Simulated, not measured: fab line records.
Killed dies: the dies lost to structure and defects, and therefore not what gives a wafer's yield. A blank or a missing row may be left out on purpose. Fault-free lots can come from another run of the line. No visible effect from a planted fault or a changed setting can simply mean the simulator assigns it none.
fab line records	flow sky130
record lots=6	wafers=18	last_day=49
route steps=708 shown VIA3@588 METAL4@598 CAP2M@603 PAD_OPEN@708
lots that met no fault: from a run of the same line without faults
start_h: the number of hours between the record's first day and the start of the first shown wafer of the lot	wait_h: hours since the lot's step before	" repeats the value in the row above	L1.1+2: one row covering several wafers at once	- value missing, or start not given	* or withheld: withheld	< > ~ a bound
route shown NAME@n: a module of which the file shows steps, and the number in the route of the first	usual: average and standard deviation across the fault-free wafers	same: alike in all rows	chamber/n: place in a boat	sites: readings site by site	_std_site: the standard deviation of these	_edge_site: the outer-site mean with the inner-site mean subtracted	radius_mm: how far each site lies from the wafer's centre	mask NAME#n: copy n	behind: the most recent tool/chamber to have shaped the wafer	hold: what put the lot on hold/how long, in hours/how the hold closed	device: transistor that didn't switch, given as n, p or np	end of line: tests run on the same wafers once the route is complete	a step without rows: its recipe alone	killed: at the first sort, the dies lost to defects and structure; wafer yield is something else	map: a wafer's dies, x killed, . not, _ none there
set.NAME: the setting as run; set.NAME@STEP: as run at that earlier step	model.NAME: the simulator's own value behind a step, which no gauge read
lots seen at some steps along the route; tables by step, rows by wafer
services: when a tool's chamber went out of use (start_h, in hours from the record's first day, below 0 if earlier), for how many hours, and the reason
## steps
# step SKY_VIA3_ETCH_15
# recipe target=SiO2	chemistry=C4F8/O2/Ar	target_depth_nm=507	stop_on=TiN	mask_material=KrF-thick	source_w=1500	bias_w=1200	pressure_mtorr=40	c4f8_flow_sccm=withheld	O2_flow_sccm=6	Ar_flow_sccm=300	time_s=78
# step SKY_VIA3_STRIP_16
# recipe chemistry=O2/N2	power_w=1400	pressure_mtorr=1500	platen_temp_c=withheld	o2_flow_sccm=3000	n2_flow_sccm=300	overash_fraction=0.5
# step SKY_VIA3_STRIP_17
# recipe chemistry=post_etch_residue_remover	time_s=1200	temp_c=72.5
# step SKY_VIA3_CLEAN_18
# recipe chemistry=IPA	time_s=180	temp_c=25
# step SKY_VIA3_CLEAN_19
# recipe chemistry=O3/DIW	dry=n2_spin
# step SKY_VIA3_SPUTTER_20
# recipe material=TiN	target_thk_nm=20	chamber_pressure_pa=5	power_w=4000	time_s=80
# usual cathode_dc_power_W=4000.1/0.71	throttle_valve_pct=30.3/1.6
lot.wafer	tool	chamber	start_h	wait_h	cathode_dc_power_W	throttle_valve_pct
L481.1	pvd_sputter-03	-	952.01	0.0	3999.5	29.1
L481.4	"	-	"	"	3999.2	33.3
L481.6	"	-	"	"	3999.3	33.2
L480.1	pvd_sputter-04	-	954.87	0.0	4001.1	29.4
L480.2	"	-	"	"	4001.2	28.2
L480.6	"	-	"	"	4000.5	28.1
L486.4	pvd_sputter-01	-	985.69	0.0	3999.8	31.4
L486.5	"	-	"	"	3999.7	30.1
L486.6	"	-	"	"	4001.0	27.7
L488.2	pvd_sputter-04	-	998.13	0.0	3999.3	28.2
L488.4	"	-	"	"	3999.6	29.5
L488.6	"	-	"	"	3999.8	28.3
L490.2	pvd_sputter-03	-	1011.15	0.0	4000.4	29.3
L490.4	"	-	"	"	3999.7	31.5
L490.6	"	-	"	"	3999.5	31.4
L496.3	pvd_sputter-04	-	1044.64	0.0	4001.0	28.3
L496.5	"	-	"	"	4000.8	28.2
L496.6	"	-	"	"	3999.3	29.8
# step SKY_VIA3_CVD_21
# recipe material=W	target_thk_nm=390	time_s=117.31	temp_c=400	pressure_torr=40
# usual heater_power_w=830/44
lot.wafer	tool	chamber	start_h	wait_h	heater_power_w
L481.1	cvd_w-02	0	952.08	0.0	731
L481.4	"	1	"	"	892
L481.6	"	0	"	"	777
L480.1	cvd_w-01	1	954.93	0.0	868
L480.2	"	0	"	"	799
L480.6	"	1	"	"	877
L486.4	cvd_w-01	1	985.79	0.1	865
L486.5	"	0	"	"	820
L486.6	"	1	"	"	833
L488.2	cvd_w-02	0	998.23	0.1	752
L488.4	"	0	"	"	780
L488.6	"	0	"	"	778
L490.2	cvd_w-01	1	1011.21	0.0	839
L490.4	"	1	"	"	837
L490.6	"	1	"	"	874
L496.3	cvd_w-01	0	1044.75	0.1	812
L496.5	"	0	"	"	815
L496.6	"	1	"	"	867
# step SKY_VIA3_RS_MEAS_22
# recipe thk_meas_gauge=four-point-probe	reads=W_of_VIA3_CVD_21+TiN_of_VIA3_SPUTTER_20
# usual VIA3_W_RS=0.292/0.0046
lot.wafer	tool	chamber	start_h	wait_h	VIA3_W_RS[ohm/sq]
L481.1	film_metro-02	-	952.20	0.1	0.295
L481.4	"	-	"	"	0.294
L481.6	"	-	"	"	0.293
L480.1	film_metro-03	-	955.06	0.1	0.294
L480.2	"	-	"	"	0.288
L480.6	"	-	"	"	0.291
L486.4	film_metro-01	-	985.93	0.1	0.294
L486.5	"	-	"	"	0.285
L486.6	"	-	"	"	0.294
L488.2	film_metro-02	-	998.46	0.2	0.295
L488.4	"	-	"	"	0.296
L488.6	"	-	"	"	0.293
L490.2	film_metro-02	-	1011.36	0.1	0.295
L490.4	"	-	"	"	0.293
L490.6	"	-	"	"	0.293
L496.3	film_metro-01	-	1044.87	0.1	0.287
L496.5	"	-	"	"	0.284
L496.6	"	-	"	"	0.291
# step SKY_VIA3_THK_MEAS_23
# recipe thk_meas_gauge=xrf	reads=W_of_VIA3_CVD_21
# usual VIA3_W_THK=386/6.6
lot.wafer	tool	chamber	start_h	wait_h	VIA3_W_THK[nm]
L481.1	film_metro-02	-	952.32	0.1	379
L481.4	"	-	"	"	381
L481.6	"	-	"	"	383
L480.1	film_metro-03	-	955.18	0.1	386
L480.2	"	-	"	"	392
L480.6	"	-	"	"	388
L486.4	film_metro-01	-	986.02	0.1	383
L486.5	"	-	"	"	395
L486.6	"	-	"	"	382
L488.2	film_metro-02	-	998.57	0.1	380
L488.4	"	-	"	"	378
L488.6	"	-	"	"	383
L490.2	film_metro-02	-	1011.47	0.1	378
L490.4	"	-	"	"	385
L490.6	"	-	"	"	379
L496.3	film_metro-01	-	1044.97	0.1	394
L496.5	"	-	"	"	398
L496.6	"	-	"	"	387
# step SKY_VIA3_CMP_24
# recipe stop_on=SiO2	t_overpolish_s=20	down_force_psi=3.5	platen_rpm=60	target_thk_nm=0	pad_velocity_m_s=0.94248
# step SKY_METAL4_SPUTTER_00
# recipe material=Ti	target_thk_nm=15	power_w=3000	time_s=10	chamber_pressure_pa=0.4
# usual cathode_dc_power_W=3000.0/0.58	throttle_valve_pct=30.4/1.2
lot.wafer	tool	chamber	start_h	wait_h	cathode_dc_power_W	throttle_valve_pct
L481.1	pvd_sputter-02	-	952.68	0.2	2999.8	31.7
L481.4	"	-	"	"	3000.7	30.6
L481.6	"	-	"	"	3000.1	31.8
L480.1	pvd_sputter-01	-	955.54	0.1	3000.0	31.4
L480.2	"	-	"	"	3000.2	30.0
L480.6	"	-	"	"	2999.3	31.1
L486.4	pvd_sputter-01	-	986.35	0.1	3001.3	30.0
L486.5	"	-	"	"	2999.4	30.0
L486.6	"	-	"	"	3000.5	31.3
L488.2	pvd_sputter-02	-	998.92	0.1	2999.0	31.9
L488.4	"	-	"	"	3001.0	30.4
L488.6	"	-	"	"	2998.5	31.2
L490.2	pvd_sputter-02	-	1011.82	0.2	2998.2	31.3
L490.4	"	-	"	"	2999.4	28.9
L490.6	"	-	"	"	2999.1	31.1
L496.3	pvd_sputter-04	-	1045.37	0.2	3000.7	31.9
L496.5	"	-	"	"	2999.6	29.7
L496.6	"	-	"	"	2999.8	28.3
# step SKY_METAL4_SPUTTER_01
# recipe material=TiN	target_thk_nm=20	power_w=6500	time_s=16.7	chamber_pressure_pa=0.4
# step SKY_METAL4_SPUTTER_02
# recipe material=AlCu	target_thk_nm=735	power_w=10600	time_s=39.1	chamber_pressure_pa=0.4
# usual cathode_dc_power_W=10600/2.1	throttle_valve_pct=30.4/1.2
lot.wafer	tool	chamber	start_h	wait_h	cathode_dc_power_W	throttle_valve_pct	model.AlCu_of_METAL4_SPUTTER_02.thk_nm
L481.1	pvd_sputter-02	-	952.73	0.0	10600	31.7	737.5
L481.4	"	-	"	"	10600	30.4	739.9
L481.6	"	-	"	"	10596	32.0	739.7
L480.1	pvd_sputter-01	-	955.58	0.0	10596	31.6	739
L480.2	"	-	"	"	10602	29.8	737.5
L480.6	"	-	"	"	10603	31.0	737.3
L486.4	pvd_sputter-01	-	986.40	0.0	10597	30.2	735.8
L486.5	"	-	"	"	10600	29.7	737.8
L486.6	"	-	"	"	10602	31.3	733.4
L488.2	pvd_sputter-02	-	998.97	0.0	10602	32.1	740.9
L488.4	"	-	"	"	10606	30.4	905.7
L488.6	"	-	"	"	10598	31.2	734.2
L490.2	pvd_sputter-02	-	1011.87	0.0	10598	31.4	735.9
L490.4	"	-	"	"	10604	29.0	902.8
L490.6	"	-	"	"	10599	31.1	732.9
L496.3	pvd_sputter-04	-	1045.42	0.0	10600	32.0	731.1
L496.5	"	-	"	"	10599	29.8	734
L496.6	"	-	"	"	10601	28.4	736.2
# step SKY_METAL4_SPUTTER_03
# recipe material=Ti	target_thk_nm=5	power_w=3000	time_s=3.3	chamber_pressure_pa=0.4
# usual cathode_dc_power_W=3000.0/0.5	throttle_valve_pct=30.4/1.2
lot.wafer	tool	chamber	start_h	wait_h	cathode_dc_power_W	throttle_valve_pct
L481.1	pvd_sputter-02	-	952.77	0.0	2999.9	32.0
L481.4	"	-	"	"	3000.6	30.1
L481.6	"	-	"	"	2999.6	31.8
L480.1	pvd_sputter-01	-	955.62	0.0	3000.6	31.2
L480.2	"	-	"	"	3000.0	29.9
L480.6	"	-	"	"	2999.8	31.1
L486.4	pvd_sputter-01	-	986.44	0.0	3000.5	29.9
L486.5	"	-	"	"	3000.2	30.1
L486.6	"	-	"	"	3000.7	31.2
L488.2	pvd_sputter-02	-	999.00	0.0	3000.5	31.8
L488.4	"	-	"	"	3000.3	30.2
L488.6	"	-	"	"	2998.9	31.3
L490.2	pvd_sputter-02	-	1011.91	0.0	2999.2	31.3
L490.4	"	-	"	"	3000.2	29.1
L490.6	"	-	"	"	2999.9	31.1
L496.3	pvd_sputter-04	-	1045.45	0.0	2999.9	32.0
L496.5	"	-	"	"	3000.2	29.5
L496.6	"	-	"	"	3000.9	28.1
# step SKY_METAL4_SPUTTER_04
# recipe material=TiN	target_thk_nm=70	power_w=6500	time_s=58.3	chamber_pressure_pa=0.4
# usual cathode_dc_power_W=6499.8/1.1	throttle_valve_pct=30.4/1.2
lot.wafer	tool	chamber	start_h	wait_h	cathode_dc_power_W	throttle_valve_pct
L481.1	pvd_sputter-02	-	952.78	0.0	6498.7	31.7
L481.4	"	-	"	"	6498.9	30.3
L481.6	"	-	"	"	6499.5	32.0
L480.1	pvd_sputter-01	-	955.64	0.0	6498.9	31.4
L480.2	"	-	"	"	6499.3	30.1
L480.6	"	-	"	"	6500.2	31.2
L486.4	pvd_sputter-01	-	986.45	0.0	6501.5	30.2
L486.5	"	-	"	"	6499.9	30.1
L486.6	"	-	"	"	6499.7	31.3
L488.2	pvd_sputter-02	-	999.02	0.0	6500.0	31.9
L488.4	"	-	"	"	6501.1	30.4
L488.6	"	-	"	"	6498.2	31.2
L490.2	pvd_sputter-02	-	1011.93	0.0	6500.2	31.0
L490.4	"	-	"	"	6498.6	28.9
L490.6	"	-	"	"	6500.4	31.2
L496.3	pvd_sputter-04	-	1045.47	0.0	6501.5	32.0
L496.5	"	-	"	"	6498.8	29.7
L496.6	"	-	"	"	6500.9	28.4
# step SKY_CAP2M_CVD_00
# recipe material=SiO2	target_thk_nm=15.5	temp_c=400	time_s=withheld	rf_w=450
# step SKY_CAP2M_THK_MEAS_01
# recipe reads=SiO2_of_CAP2M_CVD_00
# usual CAP2M_CVD_00_THK=15.44/0.2
lot.wafer	tool	chamber	start_h	wait_h	CAP2M_CVD_00_THK[nm]
L481.1	film_metro-02	-	952.85	-	15.17
L481.4	"	-	"	"	15.43
L481.6	"	-	"	"	15.22
L480.1	film_metro-02	-	955.71	-	15.39
L480.2	"	-	"	"	15.00
L480.6	"	-	"	"	15.47
L486.4	film_metro-01	-	986.56	-	15.78
L486.5	"	-	"	"	15.52
L486.6	"	-	"	"	15.58
L488.2	film_metro-04	-	999.10	-	15.23
L488.4	"	-	"	"	15.98
L488.6	"	-	"	"	15.88
L490.2	film_metro-04	-	1012.02	-	15.24
L490.4	"	-	"	"	15.64
L490.6	"	-	"	"	15.65
L496.3	film_metro-01	-	1045.56	-	15.15
L496.5	"	-	"	"	15.62
L496.6	"	-	"	"	15.26
# step SKY_CAP2M_SPUTTER_02
# recipe material=TiN	target_thk_nm=200	temp_c=300	power_w=6500	time_s=166.7	chamber_pressure_pa=0.4
# step SKY_CAP2M_RS_MEAS_03
# recipe thk_meas_gauge=four-point-probe	reads=TiN_of_CAP2M_SPUTTER_02
# usual CAP2M_TIN_RS=6.92/0.06
lot.wafer	tool	chamber	start_h	wait_h	CAP2M_TIN_RS[ohm/sq]
L481.1	film_metro-01	-	953.02	0.1	6.97
L481.4	"	-	"	"	6.94
L481.6	"	-	"	"	6.98
L480.1	film_metro-01	-	955.88	0.1	6.79
L480.2	"	-	"	"	6.77
L480.6	"	-	"	"	6.84
L486.4	film_metro-04	-	986.75	0.1	6.84
L486.5	"	-	"	"	6.86
L486.6	"	-	"	"	6.82
L488.2	film_metro-04	-	999.28	0.1	7.03
L488.4	"	-	"	"	7.03
L488.6	"	-	"	"	7.05
L490.2	film_metro-02	-	1012.19	0.1	6.96
L490.4	"	-	"	"	6.98
L490.6	"	-	"	"	7.02
L496.3	film_metro-04	-	1045.75	0.1	6.98
L496.5	"	-	"	"	6.95
L496.6	"	-	"	"	6.92
# step SKY_CAP2M_THK_MEAS_04
# recipe thk_meas_gauge=xrf	reads=TiN_of_CAP2M_SPUTTER_02
# usual CAP2M_TIN_THK=201.9/1.8
lot.wafer	tool	chamber	start_h	wait_h	CAP2M_TIN_THK[nm]
L481.1	film_metro-01	-	953.14	0.1	199.8
L481.4	"	-	"	"	200.5
L481.6	"	-	"	"	200.0
L480.1	film_metro-01	-	956.00	0.1	204.5
L480.2	"	-	"	"	206.1
L480.6	"	-	"	"	204.3
L486.4	film_metro-04	-	986.84	0.1	204.9
L486.5	"	-	"	"	203.3
L486.6	"	-	"	"	205.5
L488.2	film_metro-04	-	999.39	0.1	198.7
L488.4	"	-	"	"	198.3
L488.6	"	-	"	"	199.2
L490.2	film_metro-02	-	1012.30	0.1	201.4
L490.4	"	-	"	"	199.6
L490.6	"	-	"	"	199.4
L496.3	film_metro-04	-	1045.85	0.1	199.9
L496.5	"	-	"	"	201.8
L496.6	"	-	"	"	202.5
# step SKY_CAP2M_DEHYDRATE_05
# recipe temp_c=200	time_s=60
# step SKY_CAP2M_HMDS_06
# recipe prime_time_s=60	prime_temp_c=120
# step SKY_CAP2M_COAT_07
# recipe resist=NOVOLAK	spin_rpm=3000	resist_thk_nm=1140
# step SKY_CAP2M_SOFTBAKE_08
# recipe temp_c=90	time_s=60	resist=NOVOLAK
# step SKY_CAP2M_EXPOSE_09
# recipe mask_id=CAP2M	na=0.6	source_shape=conventional	sigma_outer=0.6	polarization=unpolarized	target_cd_nm=1000	dose_mj=159
# step SKY_CAP2M_PEB_10
# recipe temp_c=withheld	time_s=*	resist=NOVOLAK
# step SKY_CAP2M_DEVELOP_11
# recipe resist=NOVOLAK	developer=TMAH	develop_time_s=60	dev_temp_c=23
# step SKY_CAP2M_OVL_MEAS_12
# usual CAP2M_OVL=-0.8/1.2
lot.wafer	tool	chamber	start_h	wait_h	CAP2M_OVL[nm]
L481.1	overlay-01	-	976.70	0.1	-1.7
L481.4	"	-	"	"	0.0
L481.6	"	-	"	"	-1.8
L480.1	overlay-01	-	978.88	0.1	-0.3
L480.2	"	-	"	"	-1.4
L480.6	"	-	"	"	0.2
L486.4	overlay-02	-	1009.37	0.1	0.0
L486.5	"	-	"	"	-0.2
L486.6	"	-	"	"	-0.6
L488.2	overlay-02	-	1021.70	0.1	0.6
L488.4	"	-	"	"	-1.1
L488.6	"	-	"	"	0.0
L490.2	overlay-01	-	1034.86	0.1	-2.8
L490.4	"	-	"	"	-1.6
L490.6	"	-	"	"	-1.8
L496.3	overlay-01	-	1068.31	0.1	1.1
L496.5	"	-	"	"	-2.2
L496.6	"	-	"	"	0.7
# step SKY_CAP2M_METAL_ETCH_13
# recipe target_depth_nm=220	stop_on=SiO2	chemistry=Cl2/BCl3	target=TiN	pressure_mtorr=10	icp_w=900	bias_w=48.5	Cl2_flow_sccm=60	bcl3_flow_sccm=30	time_s=62.9
# step SKY_CAP2M_STRIP_14
# recipe chemistry=O2/N2	power_w=1400	pressure_mtorr=1500	platen_temp_c=withheld	o2_flow_sccm=3000	n2_flow_sccm=300	overash_fraction=0.5
# step SKY_CAP2M_STRIP_15
# recipe chemistry=post_etch_residue_remover	time_s=1200	temp_c=72.5
# step SKY_CAP2M_CLEAN_16
# recipe chemistry=IPA	time_s=180	temp_c=25
# step SKY_CAP2M_CLEAN_17
# recipe chemistry=O3/DIW	dry=n2_spin
# step SKY_METAL4_DEHYDRATE_05
# recipe temp_c=200	time_s=60
# step SKY_METAL4_HMDS_06
# recipe prime_time_s=60	prime_temp_c=120
# step SKY_METAL4_COAT_07
# recipe resist=BARC	temp_c=withheld	time_s=withheld	spin_rpm=3000	resist_thk_nm=60
# step SKY_METAL4_COAT_08
# recipe resist=KrF-thick	spin_rpm=3000	resist_thk_nm=1140
# step SKY_METAL4_SOFTBAKE_09
# recipe temp_c=100	time_s=90	resist=KrF-thick
# step SKY_METAL4_EXPOSE_10
# recipe mask_id=MM4	na=0.68	source_shape=annular	sigma_inner=0.4	sigma_outer=0.8	target_cd_nm=300	dose_mj=28
# step SKY_METAL4_PEB_11
# recipe peb_temp_c=withheld	peb_time_s=withheld	resist=KrF-thick
# step SKY_METAL4_DEVELOP_12
# recipe develop_time_s=60	resist=KrF-thick	dev_temp_c=21
# step SKY_METAL4_CD_MEAS_13
# recipe target_cd_nm=300
# usual cd_nm=299.1/1.5
lot.wafer	tool	chamber	start_h	wait_h	cd_nm
L481.1	cd_sem-02	-	1000.93	-	299.3
L481.4	"	-	"	"	299.0
L481.6	"	-	"	"	298.5
L480.1	cd_sem-02	-	1002.83	-	298.6
L480.2	"	-	"	"	298.4
L480.6	"	-	"	"	300.4
L486.4	cd_sem-01	-	1033.19	-	299.4
L486.5	"	-	"	"	297.9
L486.6	"	-	"	"	299.2
L488.2	cd_sem-01	-	1044.77	-	299.5
L488.4	"	-	"	"	299.4
L488.6	"	-	"	"	299.3
L490.2	cd_sem-01	-	1058.47	-	297.4
L490.4	"	-	"	"	297.7
L490.6	"	-	"	"	298.3
L496.3	cd_sem-01	-	1091.79	-	299.0
L496.5	"	-	"	"	297.9
L496.6	"	-	"	"	298.4
# step SKY_METAL4_METAL_ETCH_18
# recipe target_depth_a=8450	stop_on=SiO2	over_etch_frac=0.3	time_s=183.1	chemistry=Cl2/BCl3	resist_sidewall_deg=88	pressure_mtorr=10	icp_w=900	bias_w=48.5	Cl2_flow_sccm=60	bcl3_flow_sccm=30
# usual drypump_motor_current_A=5.8/0.37	mfc_cl2_sccm=59.98/0.19	oes_product_au=0.866/0.006	throttle_valve_pct=22.264/0.0088
lot.wafer	tool	chamber	start_h	wait_h	drypump_motor_current_A	mfc_cl2_sccm	oes_product_au	rf_hours_counter_h	throttle_valve_pct
L481.1	rie_metal-04	1	1001.24	0.0	5.0	60.03	0.856	8	22.263
L481.4	"	1	"	"	5.1	59.93	0.873	-	22.270
L481.6	"	0	"	"	5.6	59.83	0.864	-	22.248
L480.1	rie_metal-01	0	1003.14	0.0	5.9	59.78	0.869	14	22.257
L480.2	"	1	"	"	6.1	59.72	0.860	18	22.243
L480.6	"	1	"	"	6.1	59.79	0.850	-	22.266
L486.4	rie_metal-01	0	1033.50	0.1	5.9	60.05	0.872	-	22.249
L486.5	"	1	"	"	6.1	59.95	0.858	-	22.259
L486.6	"	0	"	"	5.9	60.03	0.868	-	22.253
L488.2	rie_metal-04	0	1045.05	0.0	5.6	60.08	0.867	16	22.283
L488.4	"	0	"	"	5.6	60.24	0.965	-	22.259
L488.6	"	1	"	"	5.0	60.04	0.858	-	22.263
L490.2	rie_metal-01	1	1058.75	0.0	6.1	59.65	0.870	22	22.273
L490.4	"	1	"	"	6.1	60.24	0.966	-	22.260
L490.6	"	1	"	"	6.1	59.74	0.870	-	22.251
L496.3	rie_metal-01	0	1092.11	0.1	5.9	59.99	0.863	-	22.269
L496.5	"	1	"	"	6.1	60.23	0.866	-	22.272
L496.6	"	0	"	"	5.9	59.97	0.865	-	22.265
# step SKY_PAD_OPEN_PROBE_99
lot.wafer	tool	chamber	start_h	wait_h	model.etest.met4_comb.leak_log10_a_um	model.etest.met4.line_ohm_um	model.etest.met4.rs_ohm_sq
L481.1	prober-02	-	1097.36	0.1	-11.94	0.1403	0.0429
L481.4	prober-02	-	1097.51	0.2	-11.93	0.1419	0.0425
L481.6	prober-02	-	1097.61	0.2	-12.14	0.1443	0.04244
L480.1	prober-01	-	1099.14	0.1	-12.13	0.1441	0.04232
L480.2	prober-01	-	1099.19	0.1	-11.83	0.1388	0.04224
L480.6	prober-01	-	1099.39	0.2	-11.93	0.1403	0.04255
L486.4	prober-02	-	1125.58	0.2	-11.93	0.142	0.04262
L486.5	prober-02	-	1125.63	0.2	-11.94	0.1402	0.04258
L486.6	prober-02	-	1125.68	0.2	-12.03	0.143	0.04295
L488.2	prober-02	-	1137.95	0.1	-12.19	0.1432	0.04267
L488.4	prober-02	-	1138.05	0.2	-11.47	0.1154	0.03438
L488.6	prober-02	-	1138.15	0.2	-12.12	0.1449	0.04322
L490.2	prober-02	-	1146.15	0.1	-12.03	0.1441	0.04235
L490.4	prober-02	-	1146.25	0.2	-10.56	0.1163	0.03462
L490.6	prober-02	-	1146.35	0.2	-11.96	0.1425	0.04287
L496.3	prober-02	-	1174.48	0.2	-12.08	0.1433	0.04295
L496.5	prober-02	-	1174.58	0.2	-12.09	0.1385	0.0426
L496.6	prober-02	-	1174.63	0.2	-12.25	0.1432	0.04243
# killed by level:class
L481.1 CONTACT:geometric_particle:open=14 VIA1:geometric_particle:open=6 VIA2:geometric_particle:short=6 VIA3:geometric_particle:open=6 FIELD_ISO:geometric_particle:short=5 METAL1:geometric_particle:short=5 LI_CONTACT:geometric_particle:open=5 POLY_GATE:geometric_particle:open=4
L481.4 CONTACT:geometric_particle:open=13 VIA1:geometric_particle:open=12 VIA3:geometric_particle:open=9 VIA2:geometric_particle:open=7 LI_CONTACT:geometric_particle:open=6 VIA2:geometric_particle:short=6 VIA3:geometric_particle:short=6 CONTACT:geometric_particle:short=5
L481.6 VIA1:geometric_particle:open=12 CONTACT:geometric_particle:open=11 VIA2:geometric_particle:open=6 VIA3:geometric_particle:open=6 LI_CONTACT:geometric_particle:open=5 LOCAL_INTERCONNECT:geometric_particle:short=5 METAL1:geometric_particle:short=5 CONTACT:geometric_particle:short=4
L480.1 METAL2:geometric_particle:short=10 POLY_GATE:geometric_particle:short=8 VIA1:geometric_particle:open=7 VIA1:geometric_particle:short=6 VIA2:geometric_particle:short=6 VIA2:geometric_particle:open=6 FIELD_ISO:geometric_particle:short=5 LOCAL_INTERCONNECT:geometric_particle:short=5
L480.2 CONTACT:geometric_particle:open=9 POLY_GATE:geometric_particle:short=6 METAL1:geometric_particle:short=6 VIA2:geometric_particle:open=6 METAL2:geometric_particle:short=5 VIA1:geometric_particle:open=5 LI_CONTACT:geometric_particle:open=4 CONTACT:geometric_particle:short=4
L480.6 VIA1:geometric_particle:open=15 VIA2:geometric_particle:open=9 LI_CONTACT:geometric_particle:open=6 CONTACT:geometric_particle:open=6 METAL1:geometric_particle:short=5 LOCAL_INTERCONNECT:geometric_particle:short=4 VIA3:geometric_particle:open=4 FIELD_ISO:geometric_particle:short=3
L486.4 LI_CONTACT:geometric_particle:open=10 VIA1:geometric_particle:open=8 CONTACT:geometric_particle:short=7 CONTACT:geometric_particle:open=7 VIA2:geometric_particle:open=7 LOCAL_INTERCONNECT:geometric_particle:short=6 METAL1:geometric_particle:short=6 VIA3:geometric_particle:short=5
L486.5 VIA1:geometric_particle:open=10 CONTACT:geometric_particle:open=10 METAL1:geometric_particle:short=9 LI_CONTACT:geometric_particle:open=9 VIA3:geometric_particle:open=6 METAL3:geometric_particle:short=5 METAL2:geometric_particle:short=4 LI_CONTACT:geometric_particle:short=3
L486.6 VIA1:geometric_particle:open=11 CONTACT:geometric_particle:open=9 LI_CONTACT:geometric_particle:open=7 METAL1:geometric_particle:short=6 VIA3:geometric_particle:open=6 LOCAL_INTERCONNECT:geometric_particle:short=4 VIA1:geometric_particle:short=4 METAL2:geometric_particle:short=3
L488.2 LI_CONTACT:geometric_particle:open=11 VIA1:geometric_particle:open=10 FIELD_ISO:geometric_particle:open=5 LOCAL_INTERCONNECT:geometric_particle:short=5 POLY_GATE:geometric_particle:short=4 LI_CONTACT:geometric_particle:short=4 METAL1:geometric_particle:short=4 VIA1:geometric_particle:short=4
L488.4 VIA1:geometric_particle:open=10 METAL1:geometric_particle:short=9 LI_CONTACT:geometric_particle:open=8 CONTACT:geometric_particle:open=7 VIA3:geometric_particle:open=6 VIA2:geometric_particle:open=5 SPACER:geometric_particle:open=4 VIA2:geometric_particle:short=4
L488.6 VIA1:geometric_particle:open=12 CONTACT:geometric_particle:short=7 LI_CONTACT:geometric_particle:open=6 METAL1:geometric_particle:short=6 VIA2:geometric_particle:open=6 VIA3:geometric_particle:open=6 POLY_GATE:geometric_particle:open=5 CONTACT:geometric_particle:open=5
L496.3 VIA1:geometric_particle:open=7 VIA2:geometric_particle:open=7 FIELD_ISO:geometric_particle:open=6 METAL1:geometric_particle:short=6 VIA3:geometric_particle:open=6 CONTACT:geometric_particle:open=5 METAL2:geometric_particle:short=5 LI_CONTACT:geometric_particle:short=4
L496.5 VIA1:geometric_particle:open=8 METAL4:geometric_particle:short=6 CONTACT:geometric_particle:open=6 VIA3:geometric_particle:open=6 VIA2:geometric_particle:open=5 METAL2:geometric_particle:short=4 SPACER:geometric_particle:open=4 SPACER:geometric_particle:short=4
L496.6 CONTACT:geometric_particle:open=13 VIA1:geometric_particle:open=9 VIA2:geometric_particle:open=8 LI_CONTACT:geometric_particle:open=7 VIA3:geometric_particle:open=6 METAL1:geometric_particle:short=5 VIA1:geometric_particle:short=5 CONTACT:geometric_particle:short=4
## services
tool	chamber	start_h	hours	kind
pvd_sputter-01	-	932.95	8.8	repair
cvd_w-02	-	934.93	2.8	pm
pvd_sputter-01	-	957.74	1.2	repair
pvd_sputter-03	-	958.76	12.5	repair
pvd_sputter-04	3	962.08	-	consumable_replace:kit
pvd_sputter-04	3	962.08	18.0	scheduled_down
pvd_sputter-04	3	962.08	18.0	vent_cycle
pvd_sputter-02	1	964.44	-	consumable_replace:kit
pvd_sputter-02	1	964.44	18.0	scheduled_down
pvd_sputter-02	1	964.44	18.0	vent_cycle
rie_metal-04	1	975.93	7.1	repair
pvd_sputter-01	-	988.33	20.5	repair
cvd_w-02	1	993.24	15.1	repair
cvd_w-02	-	995.53	2.2	repair
pvd_sputter-03	-	1049.97	4.4	repair
pvd_sputter-04	2	1051.50	-	consumable_replace:kit
pvd_sputter-04	2	1051.50	18.0	scheduled_down
pvd_sputter-04	2	1051.50	18.0	vent_cycle
pvd_sputter-02	-	1054.55	13.2	repair
rie_metal-01	-	1055.58	0.8	repair
pvd_sputter-03	-	1068.77	4.7	repair
pvd_sputter-02	0	1070.23	-	consumable_replace:kit
pvd_sputter-02	0	1070.23	18.0	scheduled_down
pvd_sputter-02	0	1070.23	18.0	vent_cycle
## key
first_sign step=SKY_METAL4_METAL_ETCH_18	reading=oes_product_au	direction=up	sigmas=17	usual=0.866	struck=0.966
effect none on later readings
model_effect step=SKY_METAL4_SPUTTER_02	value=AlCu_of_METAL4_SPUTTER_02.thk_nm	without=735.1	struck=904.2
model_effect step=SKY_PAD_OPEN_PROBE_99	value=etest.met4_comb.leak_log10_a_um	without=-11.94	struck=-11.02
met_at SKY_METAL4_SPUTTER_02
struck_wafers L488.4,L490.4
sort_left_out L490.4
onset_between 952.73 998.97
fault kind=process_parameter_drift	tool=pvd_sputter-02	chamber=-	onset_h=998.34	steps=SKY_METAL4_SPUTTER_02	channel=time_s	offset=*	shape=step	end_h=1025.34	scope=struck_wafers_only	acts_in=*	stated=*
# sort_left_out: the simulated sort isn't trusted on such a fault, so these wafers' sort isn't shown, and their yield isn't known
